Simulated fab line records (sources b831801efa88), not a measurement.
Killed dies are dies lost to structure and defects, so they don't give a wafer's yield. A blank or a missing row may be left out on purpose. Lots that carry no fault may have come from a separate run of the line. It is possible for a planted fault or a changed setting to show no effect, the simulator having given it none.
fab line records	flow sky130
[record] lots = 6	wafers = 16	last_day = 49
route steps=708 shown VIA4@649 METAL5@661 PAD_OPEN@708
lots that met no fault: taken from a fault-free run of the same line
start_h: the number of hours between the record's first day and the start of the first shown wafer of the lot	wait_h: how many hours have passed since the lot's step before this one	" identical to the entry in the row above	L1.1+2: a row that stands for several wafers	- value missing, or start not given	* or withheld: withheld	< > ~ a bound
route shown NAME@n: names a module that has steps shown in the file, with the first one's number in the route	usual: mean/standard deviation taken from wafers without a fault	same: alike in all rows	chamber/n: place in a boat	sites: the reading at each site	_std_site: the standard deviation of these	_edge_site: inner sites' mean taken away from outer sites' mean	radius_mm: how far each site lies from the wafer's centre	mask NAME#n: copy n	behind: tool/chamber where the wafer was last shaped	hold: reason for holding the lot/hours on hold/outcome of the hold	device: which transistor (n, p or np) failed to switch	end of line: the route-end tests of the same wafers	a step given without rows: its recipe and nothing more	killed: not the wafer's yield, but the dies lost to structure and defects at the first sort	map: per-die view of a wafer (x killed, . not killed, _ where there is no die)
set.NAME: the setting as run; set.NAME@STEP: as run at that earlier step	model.NAME: the simulator's own value behind a step, which no gauge read
lots at selected steps of the route; one table per step, one row per wafer
services: when a tool's chamber went out of use (start_h, in hours from the record's first day, below 0 if earlier), for how many hours, and the reason
[[steps]]
[step SKY_VIA4_DEVELOP_10]
[recipe] resist = NOVOLAK	developer = TMAH	develop_time_s = 60	dev_temp_c = 23
[step SKY_VIA4_OVL_MEAS_11]
[usual] VIA4_OVL = 0.3/1.5
lot.wafer	tool	chamber	start_h	wait_h	VIA4_OVL[nm]
L757.1	overlay-01	-	1018.86	0.1	0.2
L757.2	"	-	"	"	2.1
L757.3	"	-	"	"	-0.2
L758.5	overlay-01	-	1033.96	0.0	3.1
L761.3	overlay-02	-	1041.05	0.1	-0.8
L761.4	"	-	"	"	-1.0
L761.6	"	-	"	"	-0.8
L765.1	overlay-01	-	1069.71	0.1	-0.7
L765.2	"	-	"	"	-0.8
L765.5	"	-	"	"	0.0
L767.1	overlay-01	-	1082.51	0.1	2.1
L767.5	"	-	"	"	1.2
L767.6	"	-	"	"	2.6
L774.2	overlay-02	-	1130.52	0.1	-0.9
L774.4	"	-	"	"	3.2
L774.6	"	-	"	"	0.7
[step SKY_VIA4_ETCH_12]
[recipe] target = SiO2	chemistry = C4F8/O2/Ar	stop_on = TiN	mask_material = NOVOLAK	source_w = 1500	bias_w = 1200	pressure_mtorr = 40	c4f8_flow_sccm = withheld	O2_flow_sccm = 6	Ar_flow_sccm = 300	time_s = withheld	target_depth_a = 5800
[usual] chamber_pressure_mTorr = 40.00/0.038	oes_product_au = 0.925/0.0046
lot.wafer	tool	chamber	start_h	wait_h	chamber_pressure_mTorr	oes_product_au
L757.1	rie_diel-04	1	1018.90	0.0	39.95	0.925
L757.2	"	3	"	"	39.99	0.922
L757.3	"	0	"	"	40.01	0.934
L758.5	rie_diel-04	3	1034.01	0.0	40.01	0.930
L761.3	rie_diel-03	3	1041.08	0.0	39.99	0.922
L761.4	"	1	"	"	39.97	0.928
L761.6	"	2	"	"	39.99	0.928
L765.1	rie_diel-04	1	1069.75	0.0	39.99	0.928
L765.2	"	0	"	"	39.94	0.933
L765.5	"	3	"	"	40.05	0.929
L767.1	rie_diel-02	1	1082.55	0.0	40.01	0.926
L767.5	"	1	"	"	39.97	0.926
L767.6	"	2	"	"	40.06	0.913
L774.2	rie_diel-04	3	1130.55	0.0	40.04	0.925
L774.4	"	0	"	"	40.02	0.927
L774.6	"	0	"	"	40.02	0.928
[step SKY_VIA4_STRIP_13]
[recipe] chemistry = O2/N2	power_w = 1400	pressure_mtorr = 1500	platen_temp_c = withheld	o2_flow_sccm = 3000	n2_flow_sccm = 300	overash_fraction = 0.5
[usual] chamber_pressure_mTorr = 1500.1/1.4	drypump_motor_current_A = 5.7/0.48	oes_product_au = 0.710/0.0044	strip_time_to_endpoint_s = 12.80/0.035
lot.wafer	tool	chamber	start_h	wait_h	chamber_pressure_mTorr	drypump_motor_current_A	oes_product_au	rf_hours_counter_h	strip_time_to_endpoint_s
L757.1	plasma_asher-02	0	1018.97	-	1501.0	4.8	0.713	86	12.76
L757.2	"	1	"	"	1499.9	5.8	0.701	86	12.73
L757.3	"	1	"	"	1498.5	5.8	0.705	-	12.80
L758.5	plasma_asher-01	0	1034.12	-	1501.7	6.3	0.707	-	12.80
L761.3	plasma_asher-01	1	1041.18	-	1499.2	5.6	0.712	-	12.78
L761.4	"	0	"	"	1499.4	6.3	0.713	-	12.83
L761.6	"	1	"	"	1500.0	5.7	0.707	-	12.83
L765.1	plasma_asher-03	0	1069.82	-	1498.9	5.7	0.714	32	12.83
L765.2	"	1	"	"	1498.7	6.2	0.708	32	12.81
L765.5	"	0	"	"	1500.6	5.7	0.709	-	12.78
L767.1	plasma_asher-01	0	1082.62	-	1500.5	6.3	0.706	2	12.77
L767.5	"	1	"	"	1501.5	5.7	0.711	-	12.77
L767.6	"	0	"	"	1498.0	6.3	0.712	-	12.81
L774.2	plasma_asher-02	0	1130.63	-	1499.5	4.8	0.708	97	12.76
L774.4	"	1	"	"	1498.6	5.9	0.715	-	12.84
L774.6	"	1	"	"	1497.6	5.8	0.700	-	12.81
[step SKY_VIA4_STRIP_14]
[recipe] chemistry = post_etch_residue_remover	time_s = 1200	temp_c = 72.5
[step SKY_VIA4_CLEAN_15]
[recipe] chemistry = IPA	time_s = 180	temp_c = 25
[step SKY_VIA4_CLEAN_16]
[recipe] chemistry = O3/DIW	dry = n2_spin
[step SKY_VIA4_SPUTTER_17]
[recipe] material = TiN	target_thk_nm = 20	chamber_pressure_pa = 5	power_w = 4000	time_s = 80
[step SKY_VIA4_CVD_18]
[recipe] material = W	target_thk_nm = 505	time_s = 152.14	temp_c = 400	pressure_torr = 40
[usual] heater_power_w = 795/26
lot.wafer	tool	chamber	start_h	wait_h	heater_power_w
L757.1	cvd_w-01	0	1019.87	0.0	802
L757.2	"	1	"	"	747
L757.3	"	0	"	"	799
L758.5	cvd_w-02	0	1034.80	0.1	777
L761.3	cvd_w-02	1	1041.86	0.1	814
L761.4	"	0	"	"	776
L761.6	"	1	"	"	826
L765.1	cvd_w-01	0	1070.48	0.0	800
L765.2	"	1	"	"	744
L765.5	"	0	"	"	791
L767.1	cvd_w-02	0	1083.28	0.0	776
L767.5	"	0	"	"	776
L767.6	"	1	"	"	796
L774.2	cvd_w-02	0	1131.32	0.0	799
L774.4	"	0	"	"	812
L774.6	"	0	"	"	811
[step SKY_VIA4_RS_MEAS_19]
[recipe] thk_meas_gauge = four-point-probe	reads = W_of_VIA4_CVD_18+TiN_of_VIA4_SPUTTER_17
[usual] VIA4_W_RS = 0.2289/0.0023
lot.wafer	tool	chamber	start_h	wait_h	VIA4_W_RS[ohm/sq]
L757.1	film_metro-02	-	1020.02	0.1	0.2267
L757.2	"	-	"	"	0.2259
L757.3	"	-	"	"	0.2282
L758.5	film_metro-03	-	1034.93	0.1	0.2268
L761.3	film_metro-02	-	1042.00	0.1	0.2281
L761.4	"	-	"	"	0.2266
L761.6	"	-	"	"	0.2292
L765.1	film_metro-02	-	1070.63	0.1	0.2290
L765.2	"	-	"	"	0.2262
L765.5	"	-	"	"	0.2320
L767.1	film_metro-04	-	1083.43	0.1	0.2312
L767.5	"	-	"	"	0.2315
L767.6	"	-	"	"	0.2283
L774.2	film_metro-04	-	1131.49	0.1	0.2281
L774.4	"	-	"	"	0.2276
L774.6	"	-	"	"	0.2251
[step SKY_VIA4_THK_MEAS_20]
[recipe] thk_meas_gauge = xrf	reads = W_of_VIA4_CVD_18
[usual] VIA4_W_THK = 501/4.8
lot.wafer	tool	chamber	start_h	wait_h	VIA4_W_THK[nm]
L757.1	film_metro-02	-	1020.14	0.1	502
L757.2	"	-	"	"	507
L757.3	"	-	"	"	501
L758.5	film_metro-03	-	1035.01	0.1	505
L761.3	film_metro-02	-	1042.10	0.1	499
L761.4	"	-	"	"	504
L761.6	"	-	"	"	499
L765.1	film_metro-02	-	1070.75	0.1	501
L765.2	"	-	"	"	509
L765.5	"	-	"	"	494
L767.1	film_metro-04	-	1083.55	0.1	498
L767.5	"	-	"	"	496
L767.6	"	-	"	"	504
L774.2	film_metro-04	-	1131.60	0.1	505
L774.4	"	-	"	"	504
L774.6	"	-	"	"	510
[step SKY_VIA4_CMP_21]
[recipe] stop_on = SiO2	t_overpolish_s = 25	down_force_psi = 3.5	platen_rpm = 60	target_thk_nm = 0	pad_velocity_m_s = 0.94248
[usual] motor_current_A = 11.4/1.4	overpolish_run_s = 25.000/0.0095	time_to_endpoint_s = 121/4.5
lot.wafer	tool	chamber	start_h	wait_h	motor_current_A	overpolish_run_s	time_to_endpoint_s
L757.1	cmp-02	2	1020.20	0.1	12.6	24.992	126
L757.3	"	3	"	"	11.0	24.995	115
L757.2	"	0	"	"	10.3	25.004	125
L758.5	cmp-01	1	1035.28	0.3	13.8	24.993	124
L761.4	cmp-02	1	1042.19	0.1	11.2	24.993	123
L761.3	"	3	"	"	11.3	25.011	116
L761.6	"	0	"	"	10.5	25.005	125
L765.2	cmp-01	1	1070.86	0.1	13.4	24.998	124
L765.1	"	3	"	"	12.0	25.007	125
L765.5	"	1	"	"	13.1	24.999	121
L767.1	cmp-02	0	1083.83	0.3	10.0	25.002	128
L767.6	"	1	"	"	11.4	25.011	124
L767.5	"	2	"	"	13.1	24.995	125
L774.4	cmp-01	1	1131.65	0.0	12.7	25.012	124
L774.2	"	2	"	"	8.6	24.995	119
L774.6	"	1	"	"	13.2	24.990	126
[step SKY_METAL5_SPUTTER_00]
[recipe] material = Ti	target_thk_nm = 15	power_w = 3000	time_s = 10	chamber_pressure_pa = 0.4
[usual] cathode_dc_power_W = 3000.0/0.58	chamber_pressure_pa = 0.4000/0.00081	throttle_valve_pct = 30.2/1
lot.wafer	tool	chamber	start_h	wait_h	cathode_dc_power_W	chamber_pressure_pa	throttle_valve_pct
L757.1	pvd_sputter-03	-	1020.50	0.2	2999.6	0.4008	30.9
L757.2	"	-	"	"	2999.8	0.3995	29.8
L757.3	"	-	"	"	2999.8	0.3991	31.5
L758.5	pvd_sputter-03	-	1035.34	0.0	3000.2	0.4340	28.3
L761.3	pvd_sputter-03	-	1042.44	0.1	3000.9	0.4329	28.3
L761.4	"	-	"	"	3000.4	0.3998	28.9
L761.6	"	-	"	"	2999.9	0.4336	28.5
L765.1	pvd_sputter-01	-	1071.11	0.1	2999.3	0.4002	31.3
L765.2	"	-	"	"	3001.0	0.4013	30.4
L765.5	"	-	"	"	2999.4	0.4001	29.4
L767.1	pvd_sputter-01	-	1083.98	0.1	2999.7	0.3993	30.3
L767.5	"	-	"	"	3000.9	0.3997	30.3
L767.6	"	-	"	"	2999.2	0.4004	31.1
L774.2	pvd_sputter-01	-	1131.95	0.2	3000.1	0.4010	31.6
L774.4	"	-	"	"	3000.0	0.4011	30.4
L774.6	"	-	"	"	2999.7	0.3998	29.6
[step SKY_METAL5_SPUTTER_01]
[recipe] material = TiN	target_thk_nm = 20	power_w = 6500	time_s = 16.7	chamber_pressure_pa = 0.4
[usual] cathode_dc_power_W = 6499.9/1.3	chamber_pressure_pa = 0.3999/0.00078	throttle_valve_pct = 30.2/1.1
lot.wafer	tool	chamber	start_h	wait_h	cathode_dc_power_W	chamber_pressure_pa	throttle_valve_pct
L757.1	pvd_sputter-03	-	1020.53	0.0	6500.7	0.4007	31.1
L757.2	"	-	"	"	6499.2	0.4003	29.5
L757.3	"	-	"	"	6501.1	0.3998	31.7
L758.5	pvd_sputter-03	-	1035.37	0.0	6496.9	0.4006	29.7
L761.3	pvd_sputter-03	-	1042.46	0.0	6498.7	0.4006	29.6
L761.4	"	-	"	"	6500.2	0.4008	28.7
L761.6	"	-	"	"	6499.1	0.4008	30.0
L765.1	pvd_sputter-01	-	1071.13	0.0	6498.2	0.3992	31.6
L765.2	"	-	"	"	6499.3	0.3999	30.1
L765.5	"	-	"	"	6499.1	0.3996	29.7
L767.1	pvd_sputter-01	-	1084.01	0.0	6502.0	0.3988	30.3
L767.5	"	-	"	"	6499.7	0.4002	30.4
L767.6	"	-	"	"	6499.6	0.3990	31.2
L774.2	pvd_sputter-01	-	1131.97	0.0	6500.8	0.4002	31.5
L774.4	"	-	"	"	6500.6	0.3989	30.4
L774.6	"	-	"	"	6500.7	0.4006	29.6
[step SKY_PAD_OPEN_PROBE_99]
[usual] defect_limited_yield = 82.7/2.1	killed_at_M0_to_M3 = 43/7.2	killed_at_M4_up = 3.2/1.8	killed_at_contacts = 23/5.6	killed_at_front_end = 15/4.6	killed_at_other = 0.3/0.71	killed_dies = 85/10	killed_open = 46/7.8	killed_short = 38/6.5	sort_bin_3_pad_short = 0.8/0.38	sort_bin_5_function = 10.2/1.5	sort_bin_6_memory = 6.3/1.2	sort_n_pass = 407/10	sort_yield_pct = 82.7/2.1
[same] gross_dies = 492	killed_at_back_side = 0	sort_bin_4_leakage[%] = 0	sort_bin_8_speed[%] = 0
lot.wafer	tool	chamber	start_h	wait_h	defect_limited_yield[%]	killed_at_M0_to_M3	killed_at_M4_up	killed_at_contacts	killed_at_front_end	killed_at_other	killed_dies	killed_open	killed_short	sort_bin_3_pad_short[%]	sort_bin_5_function[%]	sort_bin_6_memory[%]	sort_n_pass	sort_yield_pct[%]
L757.1	prober-01	-	1089.59	0.1	86.0	34	0	19	15	1	69	34	35	0.6	7.1	6.3	423	86.0
L757.2	prober-01	-	1089.64	0.1	83.7	37	3	13	27	0	80	40	39	0.4	10.6	5.3	412	83.7
L757.3	prober-01	-	1089.69	0.2	82.3	46	4	23	13	1	87	47	39	1.0	10.2	6.5	405	82.3
L758.5	prober-02	-	1103.11	0.2	82.9	42	5	31	6	0	84	35	49	1.8	10.8	4.5	408	82.9
L761.3	prober-02	-	1108.97	0.2	83.7	41	1	25	13	0	80	46	34	0.6	11.0	4.7	412	83.7
L761.4	prober-02	-	1109.02	0.2	84.6	40	4	18	14	0	76	42	34	0.6	10.4	4.5	416	84.6
L761.6	prober-02	-	1109.12	0.2	80.1	46	3	27	22	0	98	51	47	1.0	12.0	6.9	394	80.1
L765.1	prober-01	-	1134.85	0.1	80.7	38	3	32	20	2	95	58	35	0.4	11.4	7.5	397	80.7
L765.2	prober-01	-	1134.90	0.1	81.9	33	4	31	20	1	89	51	37	0.8	10.0	7.3	403	81.9
L765.5	prober-01	-	1135.05	0.2	80.3	48	3	29	16	1	97	58	38	0.6	13.6	5.5	395	80.3
L767.1	prober-01	-	1146.94	0.1	83.1	39	3	25	16	0	83	39	44	0.6	11.0	5.3	409	83.1
L767.5	prober-01	-	1147.14	0.2	80.1	48	4	25	18	3	98	54	43	1.0	14.0	4.9	394	80.1
L767.6	prober-01	-	1147.19	0.2	83.5	41	4	20	16	0	81	47	33	1.0	9.3	6.1	411	83.5
L774.2	prober-01	-	1187.71	0.1	84.1	39	2	20	17	0	78	47	30	0.8	9.1	5.9	414	84.1
L774.4	prober-01	-	1187.81	0.2	81.5	35	6	32	17	1	91	51	40	1.2	9.6	7.7	401	81.5
L774.6	prober-01	-	1187.91	0.2	81.5	35	6	33	17	0	91	51	38	0.6	11.0	6.9	401	81.5
// killed by level:class
L757.1 VIA1:geometric_particle:open=12 VIA1:geometric_particle:short=7 POLY_GATE:geometric_particle:open=6 CONTACT:geometric_particle:short=6 CONTACT:geometric_particle:open=6 METAL1:geometric_particle:short=5 FIELD_ISO:geometric_particle:open=3 POLY_GATE:geometric_particle:short=3
L757.2 FIELD_ISO:geometric_particle:short=9 METAL2:geometric_particle:short=8 VIA2:geometric_particle:open=7 CONTACT:geometric_particle:open=7 VIA1:geometric_particle:open=7 FIELD_ISO:geometric_particle:open=6 VIA1:geometric_particle:short=4 POLY_GATE:geometric_particle:open=4
L757.3 VIA1:geometric_particle:open=12 VIA3:geometric_particle:open=7 CONTACT:geometric_particle:open=6 VIA2:geometric_particle:open=6 FIELD_ISO:geometric_particle:short=5 LI_CONTACT:geometric_particle:open=5 VIA3:geometric_particle:short=5 LOCAL_INTERCONNECT:geometric_particle:short=4
L758.5 CONTACT:geometric_particle:open=9 LOCAL_INTERCONNECT:geometric_particle:short=9 METAL1:geometric_particle:short=9 VIA3:geometric_particle:open=8 VIA1:geometric_particle:open=8 CONTACT:geometric_particle:short=7 FIELD_ISO:geometric_particle:short=5 LI_CONTACT:geometric_particle:open=5
L761.3 VIA1:geometric_particle:open=10 VIA2:geometric_particle:open=8 LI_CONTACT:geometric_particle:open=7 CONTACT:geometric_particle:open=7 CONTACT:geometric_particle:short=5 VIA3:geometric_particle:open=5 FIELD_ISO:geometric_particle:short=4 POLY_GATE:geometric_particle:open=4
L761.4 METAL2:geometric_particle:short=9 VIA2:geometric_particle:open=9 VIA1:geometric_particle:open=8 LI_CONTACT:geometric_particle:open=5 CONTACT:geometric_particle:open=5 FIELD_ISO:geometric_particle:short=3 LOCAL_INTERCONNECT:geometric_particle:open=3 METAL1:geometric_particle:short=3
L761.6 VIA3:geometric_particle:open=10 VIA2:geometric_particle:open=9 LI_CONTACT:geometric_particle:open=8 METAL2:geometric_particle:short=8 POLY_GATE:geometric_particle:short=7 CONTACT:geometric_particle:short=7 CONTACT:geometric_particle:open=7 VIA1:geometric_particle:open=6
L765.1 CONTACT:geometric_particle:open=12 POLY_GATE:geometric_particle:open=9 VIA1:geometric_particle:open=8 LI_CONTACT:geometric_particle:open=7 LOCAL_INTERCONNECT:geometric_particle:short=5 CONTACT:geometric_particle:short=5 VIA1:geometric_particle:short=4 METAL2:geometric_particle:open=4
L765.2 LI_CONTACT:geometric_particle:open=9 CONTACT:geometric_particle:open=9 VIA1:geometric_particle:open=9 VIA3:geometric_particle:open=7 CONTACT:geometric_particle:short=7 FIELD_ISO:geometric_particle:short=6 FIELD_ISO:geometric_particle:open=5 POLY_GATE:geometric_particle:open=5
L765.5 VIA1:geometric_particle:open=10 CONTACT:geometric_particle:open=9 VIA3:geometric_particle:open=8 CONTACT:geometric_particle:short=7 VIA2:geometric_particle:open=6 LI_CONTACT:geometric_particle:open=5 METAL2:geometric_particle:short=5 FIELD_ISO:geometric_particle:short=4
L767.1 CONTACT:geometric_particle:open=10 METAL2:geometric_particle:short=8 VIA1:geometric_particle:open=6 FIELD_ISO:geometric_particle:short=5 METAL1:geometric_particle:short=5 LOCAL_INTERCONNECT:geometric_particle:short=5 VIA2:geometric_particle:open=5 METAL3:geometric_particle:short=4
L767.5 VIA1:geometric_particle:open=13 VIA2:geometric_particle:open=10 METAL3:geometric_particle:short=9 CONTACT:geometric_particle:open=9 LI_CONTACT:geometric_particle:open=6 FIELD_ISO:geometric_particle:open=5 LOCAL_INTERCONNECT:geometric_particle:short=5 METAL1:geometric_particle:short=4
L767.6 VIA1:geometric_particle:open=14 VIA2:geometric_particle:open=8 CONTACT:geometric_particle:open=7 FIELD_ISO:geometric_particle:short=5 CONTACT:geometric_particle:short=5 VIA2:geometric_particle:short=5 VIA3:geometric_particle:open=5 POLY_GATE:geometric_particle:open=4
L774.2 VIA1:geometric_particle:open=9 CONTACT:geometric_particle:open=8 METAL2:geometric_particle:short=6 VIA3:geometric_particle:open=6 VIA2:geometric_particle:open=5 POLY_GATE:geometric_particle:short=4 LI_CONTACT:geometric_particle:open=4 VIA1:geometric_particle:short=4
L774.4 VIA1:geometric_particle:open=12 CONTACT:geometric_particle:open=10 LOCAL_INTERCONNECT:geometric_particle:short=8 CONTACT:geometric_particle:short=7 POLY_GATE:geometric_particle:open=6 FIELD_ISO:geometric_particle:open=5 LI_CONTACT:geometric_particle:open=4 METAL4:geometric_particle:short=4
L774.6 VIA1:geometric_particle:open=13 CONTACT:geometric_particle:open=13 FIELD_ISO:geometric_particle:open=6 CONTACT:geometric_particle:short=6 LI_CONTACT:geometric_particle:open=6 METAL1:geometric_particle:short=5 LOCAL_INTERCONNECT:geometric_particle:short=4 VIA2:geometric_particle:open=4
[[services]]
tool	chamber	start_h	hours	kind
cvd_w-02	-	997.24	2.8	pm
pvd_sputter-01	-	998.38	2.1	repair
cmp-02	-	1004.42	0.9	repair
cmp-01	-	1006.89	4.5	pm
cvd_w-01	-	1021.50	6.0	pm
rie_diel-02	3	1043.51	118.2	repair
plasma_asher-01	-	1055.25	9.0	pm
cmp-02	-	1058.96	8.2	pm
pvd_sputter-01	-	1063.41	7.6	repair
rie_diel-04	2	1068.15	3.8	repair
cmp-02	-	1068.67	4.4	repair
cvd_w-02	-	1069.59	1.1	repair
rie_diel-03	0	1071.10	20.6	repair
pvd_sputter-01	-	1079.57	3.6	repair
cmp-02	-	1084.04	4.0	pm
pvd_sputter-03	-	1085.15	4.0	repair
rie_diel-02	0	1086.20	4.1	repair
cmp-02	-	1088.04	-	consumable_replace:conditioner
cmp-02	-	1088.04	-	consumable_replace:pad
plasma_asher-03	-	1091.59	3.1	repair
plasma_asher-03	-	1111.84	4.3	pm
cmp-01	-	1112.05	1.0	repair
cmp-01	-	1119.14	1.0	repair
rie_diel-03	2	1124.57	6.3	repair
[[key]]
[first_sign] step = SKY_METAL5_SPUTTER_00	reading = chamber_pressure_pa	direction = up	sigmas = 41	usual = 0.4000	struck = 0.4335
effect none on later readings
met_at SKY_METAL5_SPUTTER_00
struck_wafers L758.5,L761.3,L761.6
onset_between 1020.50 1035.34
[earlier_fault] kind = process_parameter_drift	tool = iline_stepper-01	chamber = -	onset_h = 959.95	steps = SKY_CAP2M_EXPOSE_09	channel = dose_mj	offset = 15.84	shape = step	acts_in = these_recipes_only	stated = 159
[fault] kind = process_parameter_drift	tool = pvd_sputter-03	chamber = -	onset_h = 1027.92	steps = SKY_METAL5_SPUTTER_00	channel = chamber_pressure_pa	offset = 0.03377	shape = step	acts_in = these_recipes_only	stated = 0.4	scope = struck_wafers_only
